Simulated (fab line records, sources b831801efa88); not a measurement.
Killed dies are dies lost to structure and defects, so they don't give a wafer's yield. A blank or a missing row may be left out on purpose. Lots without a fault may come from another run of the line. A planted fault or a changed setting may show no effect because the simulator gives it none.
Which tool did it? | flow gf180mcu | 15 lots, 45 wafers sampled, at 4 steps of a route of 602

WHAT THE GAUGES READ, wafer by wafer
The record holds no reading of a measuring or inspecting step that can be judged against a usual standard deviation.

WHICH TOOL RAN EACH LOT (tool, then ch and the chambers of the sampled wafers, then the start)
lot  | GF_M3_METAL_ETCH_16               | GF_V3_SPUTTER_21             | GF_M4_SPUTTER_01             | GF_M4_SPUTTER_03
L878 | rie_metal-03 ch 0,1, day 21 04:28 | pvd_sputter-04, day 22 06:16 | pvd_sputter-01, day 22 07:04 | pvd_sputter-01, day 22 07:07
L879 | rie_metal-04 ch 1, day 21 18:46   | pvd_sputter-02, day 22 19:50 | pvd_sputter-04, day 22 20:44 | pvd_sputter-04, day 22 20:47
L880 | rie_metal-01 ch 0,1, day 22 03:58 | pvd_sputter-04, day 23 05:32 | pvd_sputter-01, day 23 06:23 | pvd_sputter-01, day 23 06:26
L883 | rie_metal-01 ch 0,1, day 23 09:31 | pvd_sputter-03, day 24 10:11 | pvd_sputter-01, day 24 10:58 | pvd_sputter-01, day 24 11:02
L885 | rie_metal-04 ch 0,1, day 24 02:52 | pvd_sputter-04, day 25 02:38 | pvd_sputter-02, day 25 03:27 | pvd_sputter-02, day 25 03:31
L886 | rie_metal-03 ch 0,1, day 24 07:11 | pvd_sputter-03, day 25 07:23 | pvd_sputter-02, day 25 08:10 | pvd_sputter-02, day 25 08:14
L887 | rie_metal-04 ch 0, day 24 22:44   | pvd_sputter-03, day 25 22:30 | pvd_sputter-01, day 25 23:17 | pvd_sputter-01, day 25 23:21
L890 | rie_metal-04 ch 0, day 25 14:22   | pvd_sputter-03, day 26 13:18 | -                            | -
L891 | rie_metal-03 ch 0,1, day 26 01:09 | pvd_sputter-02, day 27 00:20 | -                            | -
L892 | rie_metal-03 ch 0,1, day 26 16:52 | pvd_sputter-03, day 27 16:38 | -                            | -
L893 | rie_metal-04 ch 1, day 26 22:22   | pvd_sputter-02, day 27 21:02 | pvd_sputter-02, day 27 21:49 | pvd_sputter-02, day 27 21:53
L898 | rie_metal-03 ch 0,1, day 28 01:49 | pvd_sputter-02, day 28 23:09 | pvd_sputter-04, day 28 23:56 | pvd_sputter-04, day 29 00:00
L899 | rie_metal-04 ch 0,1, day 28 13:55 | pvd_sputter-03, day 29 11:15 | pvd_sputter-04, day 29 12:10 | pvd_sputter-04, day 29 12:13
L900 | rie_metal-04 ch 0,1, day 28 15:10 | pvd_sputter-03, day 29 12:27 | pvd_sputter-02, day 29 13:15 | pvd_sputter-02, day 29 13:19
L901 | rie_metal-03 ch 0,1, day 28 18:07 | pvd_sputter-04, day 29 15:09 | pvd_sputter-02, day 29 15:56 | pvd_sputter-02, day 29 16:00
- GF_M3_METAL_ETCH_16: etches the open film in Cl2/BCl3, stops on SiO2, target depth 627.5 nm, time 104.6 s.
- GF_V3_SPUTTER_21: material Ti, target thk 15 nm, time 80.02 s.
- GF_M4_SPUTTER_01: material TiN, target thk 30 nm, time 25 s.
- GF_M4_SPUTTER_03: material Ti, target thk 10 nm, time 6.7 s.

WHAT THE TOOLS THEMSELVES READ (means of the sampled wafers that have a number; where no wafer has one, the mark that the record gives instead)
GF_M3_METAL_ETCH_16. Usual: drypump_motor_current_A 5.6 A, standard deviation 0.39; oes_product_au 0.972 a.u., standard deviation 0.0078; throttle_valve_pct 28.250 %, standard deviation 0.011.
lot  | tool         | drypump_motor_current_A (A) | oes_product_au (a.u.) | throttle_valve_pct (%) | flag
L878 | rie_metal-03 | 5.5                         | 0.978                 | 28.245                 |
L879 | rie_metal-04 | 5.0                         | 0.968                 | 28.247                 |
L880 | rie_metal-01 | 6.2                         | 0.967                 | 28.253                 |
L883 | rie_metal-01 | 6.2                         | 0.981                 | 28.254                 |
L885 | rie_metal-04 | 5.4                         | 0.973                 | 28.243                 |
L886 | rie_metal-03 | 5.7                         | 0.964                 | 28.258                 |
L887 | rie_metal-04 | 5.6                         | 0.973                 | 28.250                 |
L890 | rie_metal-04 | 5.6                         | 0.973                 | 28.249                 |
L891 | rie_metal-03 | 5.7                         | 0.965                 | 28.259                 |
L892 | rie_metal-03 | 5.5                         | 0.968                 | 28.256                 |
L893 | rie_metal-04 | 5.0                         | 0.968                 | 28.255                 |
L898 | rie_metal-03 | 5.5                         | 0.978                 | 28.245                 |
L899 | rie_metal-04 | 5.4                         | 0.977                 | 28.248                 |
L900 | rie_metal-04 | 5.2                         | 0.970                 | 28.245                 |
L901 | rie_metal-03 | 5.7                         | 0.976                 | 28.244                 |

GF_V3_SPUTTER_21. Usual: cathode_dc_power_W 2500.0 W, standard deviation 0.45; chamber_pressure_pa 5.000 Pa, standard deviation 0.0097; throttle_valve_pct 30.5 %, standard deviation 1.1.
lot  | tool           | cathode_dc_power_W (W) | chamber_pressure_pa (Pa) | throttle_valve_pct (%) | flag
L878 | pvd_sputter-04 | 2500.1                 | 5.004                    | 30.3                   |
L879 | pvd_sputter-02 | 2500.6                 | 5.003                    | 30.5                   |
L880 | pvd_sputter-04 | 2500.7                 | 5.011                    | 30.4                   |
L883 | pvd_sputter-03 | 2500.1                 | 4.991                    | 31.3                   |
L885 | pvd_sputter-04 | 2500.1                 | 5.001                    | 29.6                   |
L886 | pvd_sputter-03 | 2500.0                 | 4.996                    | 30.9                   |
L887 | pvd_sputter-03 | 2500.0                 | 4.999                    | 30.4                   |
L890 | pvd_sputter-03 | -                      | -                        | -                      | OFF
L891 | pvd_sputter-02 | -                      | -                        | -                      | OFF
L892 | pvd_sputter-03 | -                      | -                        | -                      | OFF
L893 | pvd_sputter-02 | 2499.9                 | 4.997                    | 29.7                   |
L898 | pvd_sputter-02 | 2500.0                 | 5.007                    | 30.8                   |
L899 | pvd_sputter-03 | 2500.1                 | 4.998                    | 30.7                   |
L900 | pvd_sputter-03 | 2499.7                 | 4.996                    | 30.7                   |
L901 | pvd_sputter-04 | 2500.1                 | 4.996                    | 30.0                   |

GF_M4_SPUTTER_01. Usual: cathode_dc_power_W 6499.8 W, standard deviation 1.2; chamber_pressure_pa 0.4001 Pa, standard deviation 0.00086; throttle_valve_pct 30.1 %, standard deviation 0.99.
lot  | tool           | cathode_dc_power_W (W) | chamber_pressure_pa (Pa) | throttle_valve_pct (%) | flag
L878 | pvd_sputter-01 | 6498.9                 | 0.4000                   | 29.4                   |
L879 | pvd_sputter-04 | 6499.1                 | 0.4013                   | 30.6                   |
L880 | pvd_sputter-01 | 6499.5                 | 0.4001                   | 28.9                   |
L883 | pvd_sputter-01 | 6498.9                 | 0.3996                   | 28.8                   |
L885 | pvd_sputter-02 | 6499.5                 | 0.4005                   | 30.7                   |
L886 | pvd_sputter-02 | 6500.2                 | 0.4002                   | 31.1                   |
L887 | pvd_sputter-01 | 6500.5                 | 0.3996                   | 29.5                   |
L893 | pvd_sputter-02 | 6499.8                 | 0.4005                   | 30.7                   |
L898 | pvd_sputter-04 | 6500.5                 | 0.4002                   | 30.5                   |
L899 | pvd_sputter-04 | 6499.2                 | 0.4000                   | 30.0                   |
L900 | pvd_sputter-02 | 6500.0                 | 0.4008                   | 30.1                   |
L901 | pvd_sputter-02 | 6501.1                 | 0.4004                   | 30.8                   |

GF_M4_SPUTTER_03. Usual: cathode_dc_power_W 3000.0 W, standard deviation 0.49; chamber_pressure_pa 0.3001 Pa, standard deviation 0.00061; throttle_valve_pct 30.1 %, standard deviation 0.98.
lot  | tool           | cathode_dc_power_W (W) | chamber_pressure_pa (Pa) | throttle_valve_pct (%) | flag
L878 | pvd_sputter-01 | 2999.6                 | 0.3006                   | 29.5                   |
L879 | pvd_sputter-04 | 3000.2                 | 0.3000                   | 30.5                   |
L880 | pvd_sputter-01 | 2999.9                 | 0.3003                   | 28.9                   |
L883 | pvd_sputter-01 | 3000.1                 | 0.2994                   | 28.8                   |
L885 | pvd_sputter-02 | 2999.6                 | 0.3003                   | 30.8                   |
L886 | pvd_sputter-02 | 3000.0                 | 0.2999                   | 31.1                   |
L887 | pvd_sputter-01 | 3000.0                 | 0.2999                   | 29.7                   |
L893 | pvd_sputter-02 | 2999.9                 | 0.2997                   | 30.7                   |
L898 | pvd_sputter-04 | 2999.6                 | 0.3005                   | 30.4                   |
L899 | pvd_sputter-04 | 3000.3                 | 0.3001                   | 29.8                   |
L900 | pvd_sputter-02 | 2999.9                 | 0.3007                   | 30.0                   |
L901 | pvd_sputter-02 | 3000.2                 | 0.3002                   | 30.7                   |

THE ANSWER, worked out from the rows above alone
Rule: a lot is off if the mean of its wafers that have a number lies more than 3 standard deviations from the usual mean. A lot without any number at a reading at which 4 lots or more have one is off too. The other lots that the step has rows for count as sound. The gauges are gone through in route order, then the tools' own readings, and for those a lot's mean is taken as printed above. The first step at which some lot is off is used, and at that step the reading that is off furthest; a lot without a number counts as furthest.
Off: L890, L891, L892, at GF_V3_SPUTTER_21 (cathode_dc_power_W). Without a number there: L890, L891, L892.
A tool fits if, at that step or a process step before it, it ran every lot that is off, and no sound lot after the first of them. None of those tried fits.

WHAT THE SIMULATOR HAD PUT IN
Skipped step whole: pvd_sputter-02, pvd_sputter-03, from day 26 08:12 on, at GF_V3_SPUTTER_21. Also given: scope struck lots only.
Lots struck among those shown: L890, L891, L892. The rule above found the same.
